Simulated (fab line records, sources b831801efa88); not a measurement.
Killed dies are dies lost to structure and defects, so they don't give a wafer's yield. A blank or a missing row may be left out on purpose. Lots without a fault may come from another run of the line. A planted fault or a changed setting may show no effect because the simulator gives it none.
fab line records | flow gf180mcu
record lots=5 wafers=15 last_day=33
route steps=602 shown SAB@265 SALICIDE@278 CONTACT@287
lots that met no fault: from a run of the same line without faults
start_h: hours from the record's first day to the start of the lot's first wafer shown | wait_h: hours since the lot's step before | " the same as in the row above | L1.1+2: a row that stands for several wafers | - no value, or no start given | * or withheld: withheld | < > ~ a bound
route shown NAME@n: a module of which the file shows steps, and the number in the route of the first | usual: mean/standard deviation of fault-free wafers | same: alike in all rows | chamber/n: place in a boat | sites: the reading at each site | _std_site: their standard deviation | _edge_site: outer sites' mean less inner sites' | radius_mm: how far each site lies from the wafer's centre | mask NAME#n: copy n | behind: the tool/chamber that last shaped the wafer | hold: why the lot was held/for how many hours/how that ended | device: the transistor (n, p or np) that didn't switch | end of line: the same wafers' tests at the end of the route | a step without rows: its recipe alone | killed: dies lost to structure and defects at the first sort, not the wafer's yield | map: a wafer's dies, x killed, . not, _ none there
set.NAME: the setting as run; set.NAME@STEP: as run at that earlier step | model.NAME: the simulator's own value behind a step, which no gauge read
lots at some steps of the route; a table a step, a row a wafer
services: from which hour (start_h, from the record's first day; less than 0 if before it) a tool's chamber was out of use, for how many hours, and why
## steps
# step GF_SAB_THK_MEAS_01
# recipe reads=SiO2_of_SAB_CVD_00
# usual SAB_CVD_00_THK=49.8/0.7
# columns lot.wafer tool chamber start_h wait_h SAB_CVD_00_THK[nm]
L078.2 film_metro-03 - 350.79 0.0 49.4
L078.3 " - " " 50.0
L078.6 " - " " 50.4
L077.1 film_metro-01 - 353.33 0.0 50.1
L077.3 " - " " 50.1
L077.5 " - " " 51.3
L079.1 film_metro-03 - 361.49 0.0 49.7
L079.2 " - " " 49.6
L079.5 " - " " 49.6
L087.1 film_metro-01 - 431.20 0.0 49.1
L087.3 " - " " 49.7
L087.5 " - " " 51.1
L092.2 film_metro-02 - 469.09 0.0 48.9
L092.3 " - " " 49.1
L092.5 " - " " 50.0
# step GF_SAB_DEHYDRATE_02
# recipe temp_c=200 time_s=60
# columns lot.wafer tool chamber start_h wait_h
L078.2+3+6 litho_track-01 0 361.29 10.5
L077.1+3+5 litho_track-01 0 363.96 10.6
L079.1+2+5 litho_track-02 0 372.24 10.7
L087.1+3+5 litho_track-02 0 443.34 12.1
L092.2+3+5 litho_track-02 0 480.51 11.4
# step GF_SAB_HMDS_03
# recipe prime_time_s=60 prime_temp_c=120
# columns lot.wafer tool chamber start_h wait_h
L078.2+3+6 litho_track-01 0 361.44 0.1
L077.1+3+5 litho_track-01 0 364.11 0.1
L079.1+2+5 litho_track-02 0 372.39 0.1
L087.1+3+5 litho_track-02 0 443.49 0.1
L092.2+3+5 litho_track-02 0 480.66 0.1
# step GF_SAB_COAT_04
# recipe resist=NOVOLAK spin_rpm=3000 resist_thk_nm=1000
# columns lot.wafer tool chamber start_h wait_h
L078.2+3+6 litho_track-01 0 361.59 0.1
L077.1+3+5 litho_track-01 0 364.26 0.1
L079.1+2+5 litho_track-02 0 372.54 0.1
L087.1+3+5 litho_track-02 0 443.64 0.1
L092.2+3+5 litho_track-02 0 480.81 0.1
# step GF_SAB_SOFTBAKE_05
# recipe temp_c=90 time_s=60 resist=NOVOLAK
# columns lot.wafer tool chamber start_h wait_h
L078.2+3+6 litho_track-01 0 361.74 0.1
L077.1+3+5 litho_track-01 0 364.41 0.1
L079.1+2+5 litho_track-02 0 372.69 0.1
L087.1+3+5 litho_track-02 0 443.79 0.1
L092.2+3+5 litho_track-02 0 480.96 0.1
# step GF_SAB_EXPOSE_06
# recipe mask_id=SAB target_cd_nm=420 na=0.6 source_shape=conventional sigma_outer=0.6 dose_mj=140
# usual exposure_dose_mJ_cm2=139.97/0.15
# columns lot.wafer tool chamber start_h wait_h mask exposure_dose_mJ_cm2
L078.2 iline_stepper-02 0 - - SAB#0 139.90
L078.3 " 0 " " SAB#0 139.75
L078.6 " 0 " " SAB#0 139.94
L077.1 iline_stepper-02 0 - - SAB#0 139.73
L077.3 " 0 " " SAB#0 140.13
L077.5 " 0 " " SAB#0 140.17
L079.1 iline_stepper-01 0 - - SAB#0 139.78
L079.2 " 0 " " SAB#0 140.00
L079.5 " 0 " " SAB#0 139.92
L087.1 iline_stepper-01 0 - - SAB#0 139.88
L087.3 " 0 " " SAB#0 139.78
L087.5 " 0 " " SAB#0 139.87
L092.2 iline_stepper-01 0 - - SAB#0 139.92
L092.3 " 0 " " SAB#0 139.90
L092.5 " 0 " " SAB#0 139.97
# step GF_SAB_PEB_07
# recipe temp_c=withheld time_s=* resist=NOVOLAK
# columns lot.wafer tool chamber start_h wait_h
L078.2+3+6 litho_track-01 0 - -
L077.1+3+5 litho_track-02 0 - -
L079.1+2+5 litho_track-04 0 - -
L087.1+3+5 litho_track-02 0 - -
L092.2+3+5 litho_track-04 0 - -
# step GF_SAB_DEVELOP_08
# recipe develop_time_s=60 dev_temp_c=23
# columns lot.wafer tool chamber start_h wait_h
L078.2+3+6 litho_track-01 0 372.89 0.1
L077.1+3+5 litho_track-02 0 375.14 0.1
L079.1+2+5 litho_track-04 0 383.12 0.1
L087.1+3+5 litho_track-02 0 455.49 0.1
L092.2+3+5 litho_track-04 0 493.19 0.1
# step GF_SAB_CD_MEAS_09
# recipe target_cd_nm=420
# usual cd_nm=420.4/1.9
# columns lot.wafer tool chamber start_h wait_h cd_nm
L078.2 cd_sem-01 - 373.03 0.1 421.4
L078.3 " - " " 423.4
L078.6 " - " " 420.3
L077.1 cd_sem-01 - 375.29 0.1 420.5
L077.3 " - " " 420.2
L077.5 " - " " 418.4
L079.1 cd_sem-01 - 383.27 0.1 418.1
L079.2 " - " " 420.1
L079.5 " - " " 421.0
L087.1 cd_sem-01 - 455.64 0.1 419.1
L087.3 " - " " 422.3
L087.5 " - " " 420.6
L092.2 cd_sem-02 - 493.34 0.1 425.6
L092.3 " - " " 425.0
L092.5 " - " " 424.1
# step GF_SAB_OVL_MEAS_10
# usual SAB_OVL=1.1/1.5
# columns lot.wafer tool chamber start_h wait_h SAB_OVL[nm]
L078.2 overlay-01 - 373.14 0.1 -0.3
L078.3 " - " " -0.8
L078.6 " - " " -0.1
L077.1 overlay-01 - 375.41 0.1 -1.6
L077.3 " - " " -1.3
L077.5 " - " " -1.1
L079.1 overlay-01 - 383.39 0.1 4.6
L079.2 " - " " 4.3
L079.5 " - " " 3.2
L087.1 overlay-02 - 455.76 0.1 0.3
L087.3 " - " " 1.8
L087.5 " - " " 1.0
L092.2 overlay-02 - 493.44 0.1 1.0
L092.3 " - " " 0.5
L092.5 " - " " 1.1
# step GF_SAB_ETCH_11
# recipe chemistry=C4F8/O2/Ar mask_material=NOVOLAK target=SiO2 target_depth_nm=55 source_w=1500 bias_w=1200 pressure_mtorr=40 c4f8_flow_sccm=withheld O2_flow_sccm=6 Ar_flow_sccm=300 time_s=8.5
# usual oes_product_au=0.998/0.0093 rf_fwd_power_W=1476/7.7
# columns lot.wafer tool chamber start_h wait_h oes_product_au rf_fwd_power_W rf_hours_counter_h
L078.2 rie_diel-03 2 373.17 0.0 1.021 1484 49
L078.3 " 1 " " 1.002 1478 108
L078.6 " 0 " " 0.994 1461 -
L077.1 rie_diel-02 0 375.44 0.0 1.001 1475 7
L077.3 " 2 " " 1.006 1476 6
L077.5 " 0 " " 1.018 1468 -
L079.1 rie_diel-02 3 383.43 0.0 1.002 1479 1
L079.2 " 1 " " 0.994 1476 7
L079.5 " 3 " " 0.982 1477 -
L087.1 rie_diel-01 1 455.79 0.0 0.988 1486 14
L087.3 " 2 " " 0.987 1492 33
L087.5 " 0 " " 0.974 1493 -
L092.2 rie_diel-01 1 493.47 0.0 0.994 1471 15
L092.3 " 0 " " 1.002 1483 52
L092.5 " 1 " " 1.000 1480 -
# step GF_SAB_WET_ETCH_12
# recipe chemistry=dHF target_depth_nm=22 dry=n2_spin target=SiO2 temp_c=25 dilution=100:1 time_s=440
# columns lot.wafer tool chamber start_h wait_h
L078.2+3+6 wet_bench-01 2 373.19 0.0
L077.1+3+5 wet_bench-04 0 375.47 0.0
L079.1+2+5 wet_bench-01 2 383.45 0.0
L087.1+3+5 wet_bench-04 1 455.81 0.0
L092.2+3+5 wet_bench-02 3 493.50 0.0
# step GF_SAB_STRIP_13
# recipe chemistry=O2/N2 power_w=1400 pressure_mtorr=1500 platen_temp_c=250 o2_flow_sccm=3000 n2_flow_sccm=300 overash_fraction=0.5
# usual drypump_motor_current_A=5.67/0.28 heater_power_w=360/52 oes_product_au=0.709/0.0042 strip_time_to_endpoint_s=12.62/0.033
# columns lot.wafer tool chamber start_h wait_h drypump_motor_current_A heater_power_w oes_product_au rf_hours_counter_h strip_time_to_endpoint_s
L078.2 plasma_asher-01 1 373.32 0.0 6.20 326 0.710 71 12.64
L078.3 " 1 " " 6.24 341 0.708 - 12.67
L078.6 " 1 " " 6.21 336 0.714 - 12.66
L077.1 plasma_asher-01 0 375.61 0.0 5.55 455 0.714 71 12.61
L077.3 " 1 " " 6.21 333 0.700 - 12.64
L077.5 " 0 " " 5.56 464 0.698 - 12.65
L079.1 plasma_asher-04 1 383.59 0.0 5.40 379 0.714 27 12.57
L079.2 " 0 " " 5.64 312 0.708 27 12.63
L079.5 " 0 " " 5.61 317 0.712 - 12.61
L087.1 plasma_asher-04 0 455.95 0.0 5.65 317 0.706 35 12.62
L087.3 " 1 " " 5.38 377 0.711 - 12.62
L087.5 " 1 " " 5.36 366 0.705 - 12.60
L092.2 plasma_asher-03 0 493.64 0.0 5.80 328 0.710 72 12.61
L092.3 " 0 " " 5.78 333 0.719 - 12.66
L092.5 " 1 " " 5.51 318 0.709 - 12.64
# step GF_SALICIDE_CLEAN_00
# recipe chemistry=SC1/SC2 mix=1:4:20 temp_c=70 time_s=150
# usual bath_guard_temp_C=70.1/0.5
# columns lot.wafer tool chamber start_h wait_h bath_guard_temp_C
L078.2 wet_bench-03 3 373.42 0.1 70.7
L078.3 " 3 " " 70.6
L078.6 " 3 " " 71.1
L077.1 wet_bench-03 0 375.71 0.1 69.9
L077.3 " 0 " " 70.0
L077.5 " 0 " " 70.0
L079.1 wet_bench-02 2 383.69 0.1 69.5
L079.2 " 2 " " 69.6
L079.5 " 2 " " 69.4
L087.1 wet_bench-03 3 456.05 0.1 70.7
L087.3 " 3 " " 70.6
L087.5 " 3 " " 70.8
L092.2 wet_bench-03 0 493.74 0.1 69.6
L092.3 " 0 " " 69.7
L092.5 " 0 " " 70.1
# step GF_SALICIDE_WET_ETCH_01
# recipe chemistry=dHF target_depth_nm=5 dry=ipa_marangoni target=SiO2 temp_c=25 dilution=100:1 time_s=100
# columns lot.wafer tool chamber start_h wait_h
L078.2+3+6 wet_bench-02 1 373.48 0.0
L077.1+3+5 wet_bench-02 2 375.76 0.0
L079.1+2+5 wet_bench-04 0 383.74 0.0
L087.1+3+5 wet_bench-04 0 456.10 0.0
L092.2+3+5 wet_bench-04 1 493.85 0.0
# step GF_SALICIDE_SPUTTER_02
# recipe material=Co target_thk_nm=10 power_w=1000 time_s=20 chamber_pressure_pa=0.4
# usual throttle_valve_pct=30.4/0.86
# columns lot.wafer tool chamber start_h wait_h throttle_valve_pct
L078.2 pvd_sputter-01 - 373.52 0.0 29.3
L078.3 " - " " 29.9
L078.6 " - " " 30.1
L077.1 pvd_sputter-01 - 375.80 0.0 29.9
L077.3 " - " " 31.0
L077.5 " - " " 30.4
L079.1 pvd_sputter-03 - 383.78 0.0 29.9
L079.2 " - " " 31.9
L079.5 " - " " 30.6
L087.1 pvd_sputter-02 - 456.14 0.0 30.0
L087.3 " - " " 29.0
L087.5 " - " " 28.9
L092.2 pvd_sputter-03 - 493.88 0.0 30.9
L092.3 " - " " 32.2
L092.5 " - " " 31.3
# step GF_SALICIDE_SPUTTER_03
# recipe material=TiN target_thk_nm=20 power_w=6500 time_s=16.7 chamber_pressure_pa=0.4
# usual throttle_valve_pct=30.4/0.89
# columns lot.wafer tool chamber start_h wait_h throttle_valve_pct
L078.2 pvd_sputter-01 - 373.54 0.0 29.2
L078.3 " - " " 30.0
L078.6 " - " " 30.0
L077.1 pvd_sputter-01 - 375.83 0.0 30.0
L077.3 " - " " 30.8
L077.5 " - " " 30.1
L079.1 pvd_sputter-03 - 383.80 0.0 30.4
L079.2 " - " " 31.9
L079.5 " - " " 30.9
L087.1 pvd_sputter-02 - 456.16 0.0 30.0
L087.3 " - " " 28.8
L087.5 " - " " 28.7
L092.2 pvd_sputter-03 - 493.91 0.0 30.9
L092.3 " - " " 32.2
L092.5 " - " " 31.0
# step GF_SALICIDE_RS_MEAS_04
# recipe thk_meas_gauge=four-point-probe reads=TiN_of_SALICIDE_SPUTTER_03+Co_of_SALICIDE_SPUTTER_02
# usual SALICIDE_TIN_RS=16.4/0.3
# columns lot.wafer tool chamber start_h wait_h SALICIDE_TIN_RS[ohm/sq]
L078.2 film_metro-01 - 373.59 0.0 16.7
L078.3 " - " " 16.4
L078.6 " - " " 16.4
L077.1 film_metro-03 - 375.86 0.0 16.2
L077.3 " - " " 16.0
L077.5 " - " " 16.4
L079.1 film_metro-03 - 383.90 0.1 15.9
L079.2 " - " " 15.9
L079.5 " - " " 16.2
L087.1 film_metro-04 - 456.19 0.0 16.8
L087.3 " - " " 16.7
L087.5 " - " " 16.6
L092.2 film_metro-01 - 493.96 0.0 15.9
L092.3 " - " " 16.0
L092.5 " - " " 16.0
# step GF_SALICIDE_THK_MEAS_05
# recipe thk_meas_gauge=xrf reads=TiN_of_SALICIDE_SPUTTER_03
# usual SALICIDE_TIN_THK=19.7/0.34
# columns lot.wafer tool chamber start_h wait_h SALICIDE_TIN_THK[nm]
L078.2 film_metro-01 - 373.70 0.1 19.6
L078.3 " - " " 19.7
L078.6 " - " " 19.6
L077.1 film_metro-03 - 375.98 0.1 20.1
L077.3 " - " " 20.2
L077.5 " - " " 19.9
L079.1 film_metro-03 - 384.02 0.1 20.1
L079.2 " - " " 20.0
L079.5 " - " " 19.6
L087.1 film_metro-04 - 456.31 0.1 19.8
L087.3 " - " " 19.5
L087.5 " - " " 19.5
L092.2 film_metro-01 - 494.07 0.1 19.3
L092.3 " - " " 19.4
L092.5 " - " " 19.2
# step GF_SALICIDE_RTA_06
# recipe temp_c=530 time_s=30 ambient=N2
# usual lamp_power_pct=6.7/0.76 wafer_temp_C_max=532.5/0.57
# columns lot.wafer tool chamber start_h wait_h lamp_power_pct wafer_temp_C_max
L078.2 rtp_anneal-02 0 373.77 0.1 5.7 532.3
L078.3 " 0 " " 5.7 532.3
L078.6 " 0 " " 5.6 532.5
L077.1 rtp_anneal-01 0 376.04 0.1 7.3 532.2
L077.3 " 0 " " 7.3 532.5
L077.5 " 0 " " 7.3 532.7
L079.1 rtp_anneal-02 0 384.08 0.1 5.7 532.0
L079.2 " 0 " " 5.6 531.3
L079.5 " 0 " " 5.7 531.7
L087.1 rtp_anneal-01 0 456.37 0.1 7.3 532.6
L087.3 " 0 " " 7.3 532.5
L087.5 " 0 " " 7.3 532.6
L092.2 rtp_anneal-01 0 494.13 0.1 7.3 532.1
L092.3 " 0 " " 7.3 533.1
L092.5 " 0 " " 7.3 532.6
# step GF_SALICIDE_WET_ETCH_07
# recipe chemistry=SPM target_depth_nm=120 dry=n2_spin
# columns lot.wafer tool chamber start_h wait_h
L078.2+3+6 wet_bench-04 0 373.85 0.1
L077.1+3+5 wet_bench-04 3 376.14 0.1
L079.1+2+5 wet_bench-04 2 384.18 0.1
L087.1+3+5 wet_bench-03 0 456.47 0.1
L092.2+3+5 wet_bench-02 3 494.22 0.1
# step GF_SALICIDE_RTA_08
# recipe temp_c=800 time_s=30 ambient=N2
# usual lamp_power_pct=17.2/2.1 wafer_temp_C_max=803.5/0.91
# columns lot.wafer tool chamber start_h wait_h lamp_power_pct wafer_temp_C_max
L078.2 rtp_anneal-01 0 373.97 0.0 20.2 806.4
L078.3 " 0 " " 20.2 805.0
L078.6 " 0 " " 20.2 804.0
L077.1 rtp_anneal-02 0 376.24 0.0 15.7 803.0
L077.3 " 0 " " 15.7 804.0
L077.5 " 0 " " 15.7 803.9
L079.1 rtp_anneal-01 0 384.28 0.0 20.2 803.9
L079.2 " 0 " " 20.2 804.1
L079.5 " 0 " " 20.2 804.4
L087.1 rtp_anneal-02 0 456.57 0.0 15.7 802.8
L087.3 " 0 " " 15.7 802.8
L087.5 " 0 " " 15.7 803.3
L092.2 rtp_anneal-02 0 494.33 0.0 15.7 802.2
L092.3 " 0 " " 15.7 802.7
L092.5 " 0 " " 15.7 803.0
# step GF_CONTACT_CVD_00
# recipe material=SiO2 target_thk_nm=300 sigma_open_frac=0.3 temp_c=400 time_s=50 sih4_flow_sccm=60 pressure_mtorr=6
# usual susceptor_temp_C=400.03/0.24
# columns lot.wafer tool chamber start_h wait_h susceptor_temp_C
L078.2 hdpcvd-01 2 374.05 0.1 400.37
L078.3 " 0 " " 400.02
L078.6 " 2 " " 399.95
L077.1 hdpcvd-02 1 376.34 0.1 400.02
L077.3 " 0 " " 399.74
L077.5 " 1 " " 400.03
L079.1 hdpcvd-02 0 384.38 0.1 400.29
L079.2 " 2 " " 399.74
L079.5 " 2 " " 400.05
L087.1 hdpcvd-02 2 456.67 0.1 400.46
L087.3 " 1 " " 399.92
L087.5 " 1 " " 400.17
L092.2 hdpcvd-02 0 494.42 0.1 400.15
L092.3 " 2 " " 399.66
L092.5 " 0 " " 399.77
# step GF_CONTACT_THK_MEAS_01
# recipe reads=SiO2_of_CONTACT_CVD_00
# usual CONTACT_CVD_00_THK=299.3/2.9
# columns lot.wafer tool chamber start_h wait_h CONTACT_CVD_00_THK[nm]
L078.2 film_metro-02 - 374.10 0.0 294.5
L078.3 " - " " 294.0
L078.6 " - " " 295.1
L077.1 film_metro-03 - 376.38 0.0 299.0
L077.3 " - " " 302.7
L077.5 " - " " 299.7
L079.1 film_metro-03 - 384.42 0.0 306.3
L079.2 " - " " 300.4
L079.5 " - " " 302.0
L087.1 film_metro-03 - 456.71 0.0 301.0
L087.3 " - " " 299.8
L087.5 " - " " 296.8
L092.2 film_metro-04 - 494.47 0.0 300.0
L092.3 " - " " 299.3
L092.5 " - " " 301.0
# step GF_CONTACT_CVD_02
# recipe material=SiO2 target_thk_nm=860 precursor=TEOS temp_c=400 time_s=95.992 rf_w=600
# usual heater_power_w=657/79 rf_fwd_power_W=596.6/2.2 susceptor_temp_C=400.01/0.23
# columns lot.wafer tool chamber start_h wait_h heater_power_w rf_fwd_power_W susceptor_temp_C
L078.2 pecvd-02 2 374.15 0.0 692 595.4 400.06
L078.3 " 0 " " 669 597.3 399.80
L078.6 " 1 " " 588 596.5 400.11
L077.1 pecvd-02 2 376.44 0.1 625 593.1 400.08
L077.3 " 0 " " 680 596.5 399.95
L077.5 " 1 " " 520 594.5 400.05
L079.1 pecvd-03 2 384.48 0.1 791 600.1 399.98
L079.2 " 1 " " 655 597.5 400.20
L079.5 " 1 " " 722 596.8 400.02
L087.1 pecvd-01 2 456.77 0.1 683 596.7 400.06
L087.3 " 1 " " 621 601.4 399.64
L087.5 " 2 " " 751 599.0 400.11
L092.2 pecvd-03 2 494.52 0.0 661 594.2 400.24
L092.3 " 1 " " 697 600.8 399.82
L092.5 " 1 " " 713 596.9 399.55
# step GF_CONTACT_THK_MEAS_03
# recipe reads=SiO2_of_CONTACT_CVD_02
# usual CONTACT_CVD_02_THK=864/11
# columns lot.wafer tool chamber start_h wait_h CONTACT_CVD_02_THK[nm]
L078.2 film_metro-03 - 374.23 0.0 858
L078.3 " - " " 854
L078.6 " - " " 861
L077.1 film_metro-02 - 376.51 0.0 861
L077.3 " - " " 870
L077.5 " - " " 872
L079.1 film_metro-03 - 384.55 0.0 866
L079.2 " - " " 849
L079.5 " - " " 871
L087.1 film_metro-04 - 456.84 0.0 844
L087.3 " - " " 855
L087.5 " - " " 873
L092.2 film_metro-02 - 494.60 0.0 876
L092.3 " - " " 872
L092.5 " - " " 874
# step GF_CONTACT_CMP_04
# recipe material=SiO2 down_force_psi=4 platen_rpm=60 pad_velocity_m_s=0.94248
# usual motor_current_A=12.3/1.3 time_to_endpoint_s=112/6.2
# columns lot.wafer tool chamber start_h wait_h motor_current_A time_to_endpoint_s
L078.2 cmp-02 1 374.38 0.1 13.6 109
L078.3 " 2 " " 10.9 101
L078.6 " 3 " " 13.3 102
L077.3 cmp-02 1 376.57 0.0 13.4 121
L077.1 " 2 " " 10.8 106
L077.5 " 2 " " 11.2 111
L079.2 cmp-01 0 384.71 0.1 13.9 105
L079.1 " 1 " " 10.5 115
L079.5 " 3 " " 10.2 119
L087.3 cmp-02 3 456.90 0.0 13.7 104
L087.1 " 2 " " 10.7 98
L087.5 " 3 " " 13.6 107
L092.2 cmp-01 2 494.65 0.0 12.4 126
L092.3 " 3 " " 10.5 117
L092.5 " 2 " " 13.1 118
# step GF_CONTACT_BOW_MEAS_05
# recipe mode=bow
# usual CONTACT_BOW=66/7.5
# columns lot.wafer tool chamber start_h wait_h CONTACT_BOW[um]
L078.2 film_metro-03 - 374.60 0.2 73
L078.3 " - " " 77
L078.6 " - " " 76
L077.1 film_metro-03 - 376.87 0.2 62
L077.3 " - " " 54
L077.5 " - " " 68
L079.1 film_metro-02 - 384.91 0.1 58
L079.2 " - " " 65
L079.5 " - " " 58
L087.1 film_metro-04 - 457.20 0.1 58
L087.3 " - " " 70
L087.5 " - " " 78
L092.2 film_metro-04 - 494.97 0.3 65
L092.3 " - " " 60
L092.5 " - " " 60
# step GF_CONTACT_DEHYDRATE_06
# recipe temp_c=200 time_s=60
# columns lot.wafer tool chamber start_h wait_h
L078.2+3+6 litho_track-03 0 385.30 10.7
L077.1+3+5 litho_track-03 0 387.73 10.8
L079.1+2+5 litho_track-03 0 395.88 10.9
L087.1+3+5 litho_track-04 0 469.17 11.9
L092.2+3+5 litho_track-02 0 505.76 10.8
# step GF_CONTACT_HMDS_07
# recipe prime_time_s=60 prime_temp_c=120
# columns lot.wafer tool chamber start_h wait_h
L078.2+3+6 litho_track-03 0 385.45 0.1
L077.1+3+5 litho_track-03 0 387.88 0.1
L079.1+2+5 litho_track-03 0 396.03 0.1
L087.1+3+5 litho_track-04 0 469.32 0.1
L092.2+3+5 litho_track-02 0 505.91 0.1
# step GF_CONTACT_COAT_08
# recipe resist=BARC temp_c=withheld time_s=withheld spin_rpm=withheld resist_thk_nm=withheld
# columns lot.wafer tool chamber start_h wait_h
L078.2+3+6 litho_track-03 0 385.60 0.1
L077.1+3+5 litho_track-03 0 388.03 0.1
L079.1+2+5 litho_track-03 0 396.18 0.1
L087.1+3+5 litho_track-04 0 469.47 0.1
L092.2+3+5 litho_track-02 0 506.06 0.1
# step GF_CONTACT_COAT_09
# recipe resist=KrF spin_rpm=withheld resist_thk_nm=1000
# columns lot.wafer tool chamber start_h wait_h
L078.2+3+6 litho_track-03 0 - -
L077.1+3+5 litho_track-03 0 - -
L079.1+2+5 litho_track-03 0 - -
L087.1+3+5 litho_track-04 0 - -
L092.2+3+5 litho_track-02 0 - -
# step GF_CONTACT_SOFTBAKE_10
# recipe temp_c=130 time_s=60 resist=KrF
# columns lot.wafer tool chamber start_h wait_h
L078.2+3+6 litho_track-03 0 - -
L077.1+3+5 litho_track-03 0 - -
L079.1+2+5 litho_track-03 0 - -
L087.1+3+5 litho_track-04 0 - -
L092.2+3+5 litho_track-02 0 - -
# step GF_CONTACT_EXPOSE_11
# recipe mask_id=Contact target_cd_nm=220 na=0.68 source_shape=conventional sigma_outer=0.6 dose_mj=38
# usual exposure_dose_mJ_cm2=37.99/0.039
# columns lot.wafer tool chamber start_h wait_h mask exposure_dose_mJ_cm2
L078.2 krf_scanner-02 0 - - Contact#0 37.99
L078.3 " 0 " " Contact#0 38.02
L078.6 " 0 " " Contact#0 38.00
L077.1 krf_scanner-01 0 - - Contact#0 37.96
L077.3 " 0 " " Contact#0 38.04
L077.5 " 0 " " Contact#0 37.97
L079.1 krf_scanner-01 0 - - Contact#0 37.90
L079.2 " 0 " " Contact#0 38.01
L079.5 " 0 " " Contact#0 37.94
L087.1 krf_scanner-01 0 - - Contact#0 37.91
L087.3 " 0 " " Contact#0 37.97
L087.5 " 0 " " Contact#0 37.96
L092.2 krf_scanner-01 0 - - Contact#0 37.99
L092.3 " 0 " " Contact#0 38.02
L092.5 " 0 " " Contact#0 38.07
# step GF_CONTACT_PEB_12
# recipe peb_temp_c=135 peb_time_s=90 resist=KrF
# columns lot.wafer tool chamber start_h wait_h
L078.2+3+6 litho_track-03 0 - -
L077.1+3+5 litho_track-02 0 - -
L079.1+2+5 litho_track-02 0 - -
L087.1+3+5 litho_track-02 0 - -
L092.2+3+5 litho_track-03 0 - -
# step GF_CONTACT_DEVELOP_13
# recipe develop_time_s=60 resist=KrF dev_temp_c=21
# columns lot.wafer tool chamber start_h wait_h
L078.2+3+6 litho_track-03 0 397.20 0.2
L077.1+3+5 litho_track-02 0 399.69 0.2
L079.1+2+5 litho_track-02 0 408.24 0.2
L087.1+3+5 litho_track-02 0 481.29 0.2
L092.2+3+5 litho_track-03 0 517.70 0.2
# step GF_CONTACT_CD_MEAS_14
# recipe target_cd_nm=220
# usual cd_nm=219.8/1.5
# columns lot.wafer tool chamber start_h wait_h cd_nm
L078.2 cd_sem-01 - 397.35 0.1 219.8
L078.3 " - " " 220.8
L078.6 " - " " 221.3
L077.1 cd_sem-02 - 399.84 0.1 219.7
L077.3 " - " " 218.5
L077.5 " - " " 220.0
L079.1 cd_sem-02 - 408.39 0.1 220.0
L079.2 " - " " 220.7
L079.5 " - " " 219.7
L087.1 cd_sem-01 - 481.44 0.1 216.1
L087.3 " - " " 214.9
L087.5 " - " " 216.4
L092.2 cd_sem-01 - 517.85 0.1 222.2
L092.3 " - " " 222.4
L092.5 " - " " 221.1
# step GF_CONTACT_OVL_MEAS_15
# usual CONTACT_OVL=-3/6.4
# columns lot.wafer tool chamber start_h wait_h CONTACT_OVL[nm]
L078.2 overlay-01 - 397.45 0.1 7
L078.3 " - " " 1
L078.6 " - " " 0
L077.1 overlay-02 - 399.96 0.1 -8
L077.3 " - " " -5
L077.5 " - " " -7
L079.1 overlay-01 - 408.51 0.1 -2
L079.2 " - " " 2
L079.5 " - " " -5
L087.1 overlay-02 - 481.56 0.1 -6
L087.3 " - " " 2
L087.5 " - " " -5
L092.2 overlay-02 - 517.95 0.1 -5
L092.3 " - " " 1
L092.5 " - " " -6
# step GF_CONTACT_ETCH_16
# recipe chemistry=N2/H2 target_depth_a=withheld overetch_a=withheld time_s=withheld target=BARC ion_energy_ev=200 source_w=500 bias_w=100 pressure_mtorr=30 n2_flow_sccm=100 h2_flow_sccm=200
# usual drypump_motor_current_A=5.8/0.42 oes_product_au=0.855/0.005 rf_fwd_power_W=495.3/2 throttle_valve_pct=13.225/0.0088
# columns lot.wafer tool chamber start_h wait_h drypump_motor_current_A oes_product_au rf_fwd_power_W throttle_valve_pct
L078.2 rie_diel-02 3 397.48 0.0 5.7 0.851 495.5 13.231
L078.3 " 1 " " 5.1 0.851 494.7 13.229
L078.6 " 3 " " 5.7 0.850 495.8 13.225
L077.1 rie_diel-02 2 399.99 0.0 5.9 0.857 496.5 13.216
L077.3 " 1 " " 5.0 0.846 495.5 13.228
L077.5 " 0 " " 6.4 0.858 496.7 13.226
L079.1 rie_diel-04 3 408.54 0.0 5.6 0.863 493.6 13.230
L079.2 " 1 " " 5.3 0.853 492.5 13.225
L079.5 " 2 " " 5.7 0.840 490.4 13.224
L087.1 rie_diel-04 1 481.59 0.0 5.4 0.859 496.6 13.219
L087.3 " 0 " " 5.3 0.852 494.5 13.224
L087.5 " 0 " " 5.3 0.848 496.5 13.228
L092.2 rie_diel-04 3 517.98 0.0 5.6 0.858 494.4 13.236
L092.3 " 0 " " 5.3 0.867 493.8 13.227
L092.5 " 0 " " 5.3 0.860 493.7 13.227
# step GF_CONTACT_ETCH_17
# recipe chemistry=C4F8/O2/Ar mask_material=KrF target=SiO2 stop_on=CoSi2 source_w=1500 bias_w=1200 pressure_mtorr=40 c4f8_flow_sccm=withheld O2_flow_sccm=6 Ar_flow_sccm=300 time_s=withheld target_depth_a=8600
# usual oes_product_au=0.814/0.0046 rf_fwd_power_W=1495/5.3
# columns lot.wafer tool chamber start_h wait_h oes_product_au rf_fwd_power_W
L078.2 rie_diel-02 3 - - 0.816 1497
L078.3 " 1 " " 0.809 1507
L078.6 " 3 " " 0.812 1494
L077.1 rie_diel-02 2 - - 0.817 1496
L077.3 " 1 " " 0.813 1501
L077.5 " 0 " " 0.808 1497
L079.1 rie_diel-04 3 - - 0.820 1498
L079.2 " 1 " " 0.819 1494
L079.5 " 2 " " 0.813 1491
L087.1 rie_diel-04 1 - - 0.811 1495
L087.3 " 0 " " 0.810 1488
L087.5 " 0 " " 0.806 1493
L092.2 rie_diel-04 3 - - 0.812 1502
L092.3 " 0 " " 0.815 1500
L092.5 " 0 " " 0.820 1498
## services
# columns tool chamber start_h hours kind
rie_diel-02 3 354.23 15.2 repair
krf_scanner-01 - 357.57 0.9 repair
iline_stepper-01 - 360.42 1.7 pm
cmp-02 - 362.46 3.3 pm
krf_scanner-01 - 366.55 1.0 pm
pvd_sputter-02 - 369.07 4.4 repair
iline_stepper-02 - 370.31 3.6 repair
plasma_asher-04 - 373.37 7.0 repair
rie_diel-04 0 387.29 15.7 repair
cmp-02 - 404.06 4.0 pm
pvd_sputter-03 - 408.38 14.4 repair
wet_bench-04 - 410.80 1.1 repair
krf_scanner-01 - 414.78 0.8 pm
rie_diel-02 2 414.98 7.9 repair
cmp-02 - 438.50 3.2 repair
rie_diel-04 3 450.30 23.5 repair
pvd_sputter-03 - 457.68 3.7 repair
cmp-02 - 466.24 1.7 repair
rie_diel-02 3 469.66 2.6 repair
rie_diel-04 2 469.76 24.6 repair
krf_scanner-01 - 470.13 1.3 pm
pvd_sputter-03 - 497.42 5.8 repair
iline_stepper-01 - 497.49 14.2 repair
cmp-02 - 497.83 3.9 pm
## key
fault none
